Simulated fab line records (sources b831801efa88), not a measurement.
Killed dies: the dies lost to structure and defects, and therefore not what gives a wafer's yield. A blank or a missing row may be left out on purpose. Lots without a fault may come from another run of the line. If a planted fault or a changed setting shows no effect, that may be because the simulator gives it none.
Chamber matching + flow gf180mcu + GF_V5_CMP_26 on cmp-02 has 4 sister chambers
The step polishes, stops on SiO2, t overpolish 15 s, target thk 0 nm. 16 wafers are shown with their chamber, then 8 later ones without.

== WAFERS PAIRED WITH THEIR CHAMBERS ==
| wafer  | chamber | motorCurrentA (A) | timeToEndpointS (s) | edgeZonePressureFrac |
|--------|---------|-------------------|---------------------|----------------------|
| L445.1 | 0       | 8.8               | 82                  | 0.998                |
| L445.2 | 1       | 12.8              | 81                  | 1.002                |
| L445.5 | 3       | 9.9               | 77                  | 0.991                |
| L458.1 | 1       | 12.5              | 80                  | 0.994                |
| L458.4 | 2       | 12.7              | 91                  | 1.004                |
| L458.6 | 0       | 9.1               | 84                  | 0.997                |
| L461.2 | 2       | 12.3              | 88                  | 1.006                |
| L461.3 | 1       | 12.9              | 84                  | 1.001                |
| L461.4 | 3       | 9.3               | 81                  | 0.999                |
| L464.1 | 1       | 13.1              | 82                  | 1.001                |
| L464.3 | 0       | 8.7               | 82                  | 0.997                |
| L464.6 | 1       | 12.7              | 78                  | 0.999                |
| L465.1 | 0       | 8.9               | 82                  | 1.004                |
| L465.4 | 3       | 9.5               | 73                  | 1.002                |
| L465.6 | 1       | 12.7              | 81                  | 1.005                |
| L466.2 | 1       | 12.4              | 80                  | 0.996                |

SIGNATURES, as means of the wafers listed above
| reading              | chamber 0 | chamber 1 | chamber 2 | chamber 3 | scatter within a chamber |
|----------------------|-----------|-----------|-----------|-----------|--------------------------|
| motorCurrentA        | 8.875     | 12.729    | 12.500    | 9.567     | 0.24                     |
| timeToEndpointS      | 82.50     | 80.86     | 89.50     | 77.00     | 2.24                     |
| edgeZonePressureFrac | 0.99900   | 0.99971   | 1.00500   | 0.99733   | 0.00392                  |
Rule: distance of a wafer from a chamber = root of the sum over the readings of ((wafer's reading minus chamber's mean) / reading's scatter) squared. If the next closest chamber is less than 2 further off than the closest, the wafer can't be placed; otherwise it belongs to the closest. The scatter: the root of (the sum of the squares of (reading less its chamber's mean) over the shown wafers, divided by (wafers less chambers)).

== WAFERS WITHOUT THEIR CHAMBER ==
| wafer  | motorCurrentA (A) | timeToEndpointS (s) | edgeZonePressureFrac |
|--------|-------------------|---------------------|----------------------|
| L466.4 | 12.4              | 89                  | 0.998                |
| L466.5 | 8.4               | 86                  | 0.997                |
| L467.1 | 12.5              | 80                  | 0.998                |
| L467.2 | 12.3              | 79                  | 1.008                |
| L467.5 | 8.4               | 78                  | 1.005                |
| L468.1 | 12.4              | 87                  | 0.992                |
| L468.4 | 10.0              | 76                  | 1.002                |
| L468.6 | 12.3              | 81                  | 0.994                |

== CHAMBER TAKEN BY EACH ==
| wafer  | from the rows above     | in truth                   |
|--------|-------------------------|----------------------------|
| L466.4 | 2                       | 2                          |
| L466.5 | 0                       | 0                          |
| L467.1 | 1                       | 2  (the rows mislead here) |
| L467.2 | can't be placed: 1 or 2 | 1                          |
| L467.5 | 0                       | 0                          |
| L468.1 | can't be placed: 2 or 1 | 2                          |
| L468.4 | 3                       | 3                          |
| L468.6 | 1                       | 1                          |
Correctly placed: 5 of 8. These rows do not allow placing 2 (true chamber among the candidates in 2). 1 placed wrongly.
